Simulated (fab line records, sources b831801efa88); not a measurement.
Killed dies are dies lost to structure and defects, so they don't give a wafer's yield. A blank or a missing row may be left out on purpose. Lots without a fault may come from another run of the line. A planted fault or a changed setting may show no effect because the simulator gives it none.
Which tool did it? | flow sky130 | 13 lots, 39 wafers sampled, at 4 steps of a route of 708

WHAT THE GAUGES READ, wafer by wafer
SKY_SD_P_CD_MEAS_07: target cd 380 nm. Usual: cd_nm 379.6 nm, standard deviation 2.6.
lot  | measured     | on        | cd_nm (nm)        | flag
L363 | day 26 21:26 | cd_sem-01 | 381.6 381.2 382.7 |
L361 | day 27 00:25 | cd_sem-01 | 382.5 381.6 379.5 |
L365 | day 27 03:27 | cd_sem-02 | 368.8 369.8 364.7 | OFF
L364 | day 27 07:05 | cd_sem-01 | 373.9 364.3 370.0 | OFF
L368 | day 27 17:17 | cd_sem-01 | 378.1 378.3 378.0 |
L373 | day 30 07:31 | cd_sem-02 | 379.1 376.6 378.7 |
L376 | day 30 19:52 | cd_sem-01 | 384.9 383.8 385.4 |
L377 | day 30 20:28 | cd_sem-01 | 383.3 377.7 380.8 |
L375 | day 30 23:23 | cd_sem-02 | 379.0 380.3 379.3 |
L379 | day 31 05:10 | cd_sem-01 | 373.6 375.7 375.3 |
L382 | day 32 19:37 | cd_sem-01 | 379.6 380.5 377.9 |
L381 | day 32 20:47 | cd_sem-02 | 378.1 378.7 379.0 |
L384 | day 33 00:59 | cd_sem-01 | 382.3 380.5 381.8 |

SKY_LI_CONTACT_THK_MEAS_01. Usual: LI_CONTACT_HDPCVD_THK 890 nm, standard deviation 10.
lot  | measured     | on            | LI_CONTACT_HDPCVD_THK (nm) | flag
L363 | day 29 07:28 | film_metro-01 | 902 899 893                |
L361 | day 29 10:14 | film_metro-01 | 872 871 869                |
L365 | day 29 13:05 | film_metro-01 | 891 898 889                |
L364 | day 29 14:46 | film_metro-04 | 886 884 880                |
L368 | day 30 04:06 | film_metro-01 | 898 885 879                |
L373 | day 32 15:02 | film_metro-04 | 886 878 897                |
L376 | day 33 03:11 | film_metro-01 | 902 886 886                |
L377 | day 33 03:14 | film_metro-03 | 870 889 881                |
L375 | day 33 06:45 | film_metro-04 | 875 886 885                |
L379 | day 33 12:06 | film_metro-04 | 894 890 894                |
L382 | day 35 01:22 | film_metro-04 | 884 898 902                |
L381 | day 35 03:20 | film_metro-04 | 887 892 884                |
L384 | day 35 05:53 | film_metro-03 | 896 890 894                |

WHICH TOOL RAN EACH LOT (tool, then ch and the chambers of the sampled wafers, then the start)
lot  | SKY_SD_P_EXPOSE_04                  | SKY_SD_N_RTA_14
L363 | iline_stepper-01 ch 0, day 26 07:58 | rtp_anneal-01 ch 0, day 29 06:49
L361 | iline_stepper-01 ch 0, day 26 10:49 | rtp_anneal-01 ch 0, day 29 09:32
L365 | iline_stepper-01 ch 0, day 26 13:23 | rtp_anneal-02 ch 0, day 29 12:23
L364 | iline_stepper-01 ch 0, day 26 17:01 | rtp_anneal-02 ch 0, day 29 14:03
L368 | iline_stepper-02 ch 0, day 27 04:07 | rtp_anneal-02 ch 0, day 30 03:27
L373 | iline_stepper-02 ch 0, day 29 18:16 | rtp_anneal-01 ch 0, day 32 14:23
L376 | iline_stepper-02 ch 0, day 30 06:37 | rtp_anneal-02 ch 0, day 33 02:32
L377 | iline_stepper-01 ch 0, day 30 07:19 | rtp_anneal-01 ch 0, day 33 02:35
L375 | iline_stepper-01 ch 0, day 30 09:26 | rtp_anneal-02 ch 0, day 33 06:06
L379 | iline_stepper-01 ch 0, day 30 15:17 | rtp_anneal-01 ch 0, day 33 11:27
L382 | iline_stepper-01 ch 0, day 32 06:13 | rtp_anneal-02 ch 0, day 35 00:43
L381 | iline_stepper-01 ch 0, day 32 07:45 | rtp_anneal-01 ch 0, day 35 02:41
L384 | iline_stepper-01 ch 0, day 32 12:08 | rtp_anneal-01 ch 0, day 35 05:14
- SKY_SD_P_EXPOSE_04: exposes mask PSDM, target cd 380 nm.
- SKY_SD_N_RTA_14: time 2 s.

WHAT THE TOOLS THEMSELVES READ (means of the sampled wafers that have a number; where no wafer has one, the mark that the record gives instead)
SKY_SD_N_RTA_14. Usual: lamp_power_pct 15.74 %, standard deviation 0.056; wafer_temp_C_max 1077.9, standard deviation 1.3.
lot  | tool          | lamp_power_pct (%) | wafer_temp_C_max | flag
L363 | rtp_anneal-01 | 15.81              | 1077.4           |
L361 | rtp_anneal-01 | 15.71              | 1078.9           |
L365 | rtp_anneal-02 | 15.69              | 1078.5           |
L364 | rtp_anneal-02 | 15.78              | 1077.5           |
L368 | rtp_anneal-02 | 15.73              | 1077.8           |
L373 | rtp_anneal-01 | 15.80              | 1078.9           |
L376 | rtp_anneal-02 | 15.74              | 1076.9           |
L377 | rtp_anneal-01 | 15.76              | 1077.0           |
L375 | rtp_anneal-02 | 15.75              | 1077.9           |
L379 | rtp_anneal-01 | 15.73              | 1077.6           |
L382 | rtp_anneal-02 | 15.72              | 1078.0           |
L381 | rtp_anneal-01 | 15.72              | 1077.8           |
L384 | rtp_anneal-01 | 15.72              | 1078.4           |

THE ANSWER, worked out from the rows above alone
Rule: a lot is off if the mean of its wafers that have a number lies more than 3 standard deviations from the usual mean. A lot without any number at a reading at which 4 lots or more have one is off too. The other lots that the step has rows for count as sound. The gauges are gone through in route order, then the tools' own readings, and for those a lot's mean is taken as printed above. The first step at which some lot is off is used, and at that step the reading that is off furthest; a lot without a number counts as furthest.
Off: L365, L364, at SKY_SD_P_CD_MEAS_07 (cd_nm).
A tool fits if, at a process step before that reading, it ran every lot that is off, and no sound lot after the first of them. The gauges at SKY_SD_P_CD_MEAS_07 are tried like those tools. None of those tried fits.

WHAT THE SIMULATOR HAD PUT IN
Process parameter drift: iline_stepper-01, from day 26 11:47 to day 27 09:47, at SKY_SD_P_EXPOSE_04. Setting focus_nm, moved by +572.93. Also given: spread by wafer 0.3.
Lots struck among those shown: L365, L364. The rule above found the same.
